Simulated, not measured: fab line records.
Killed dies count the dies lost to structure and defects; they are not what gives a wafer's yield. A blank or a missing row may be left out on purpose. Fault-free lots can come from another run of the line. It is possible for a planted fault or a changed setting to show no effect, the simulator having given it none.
Chamber matching + flow sfq-line + 4 sister chambers for SFQ_TRILAYER_I7_VIA_BARC_OPEN_VIA_ETCH_260 on rie-diel-02
The step etches BARC in O2, target depth 125 nm, time 41.7 s. 4 wafers are shown with their chamber, then 7 later ones without.

== WAFERS WITH THEIR CHAMBER ==
| wafer  | chamber | drypump-motor-current-A (A) |
|--------|---------|-----------------------------|
| L511.6 | 2       | 5.4                         |
| L514.5 | 1       | 5.2                         |
| L517.1 | 3       | 5.7                         |
| L517.2 | 0       | 5.8                         |

== WAFERS WITH NO CHAMBER GIVEN ==
| wafer  | drypump-motor-current-A (A) |
|--------|-----------------------------|
| L517.3 | 5.2                         |
| L526.1 | 5.2                         |
| L526.2 | 5.4                         |
| L526.4 | 5.7                         |
| L527.1 | 5.3                         |
| L527.2 | 5.2                         |
| L527.5 | 5.3                         |

== CHAMBER TAKEN BY EACH ==
| wafer  | from the rows above     | in truth |
|--------|-------------------------|----------|
| L517.3 | 1                       | 1        |
| L526.1 | 1                       | 1        |
| L526.2 | 2                       | 2        |
| L526.4 | can't be placed: 3 or 0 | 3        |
| L527.1 | can't be placed: 1 or 2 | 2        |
| L527.2 | 1                       | 1        |
| L527.5 | can't be placed: 1 or 2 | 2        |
Correct placement for 4 of the 7. Can't be placed from these rows: 3 (the true chamber is among the candidates in 3). Number placed wrongly: 0.
How it was worked out, from the rows above alone: a wafer's distance from a chamber is the root of the sum, over the readings, of the square of ((its reading less the chamber's mean) divided by the reading's scatter). If the next closest chamber is less than 2 further off than the closest, the wafer can't be placed; otherwise it belongs to the closest. Each chamber's mean is taken over the wafers shown for it. The scatter: root of mean squared gap, hidden wafer to nearest shown wafer, with one shown wafer a chamber.
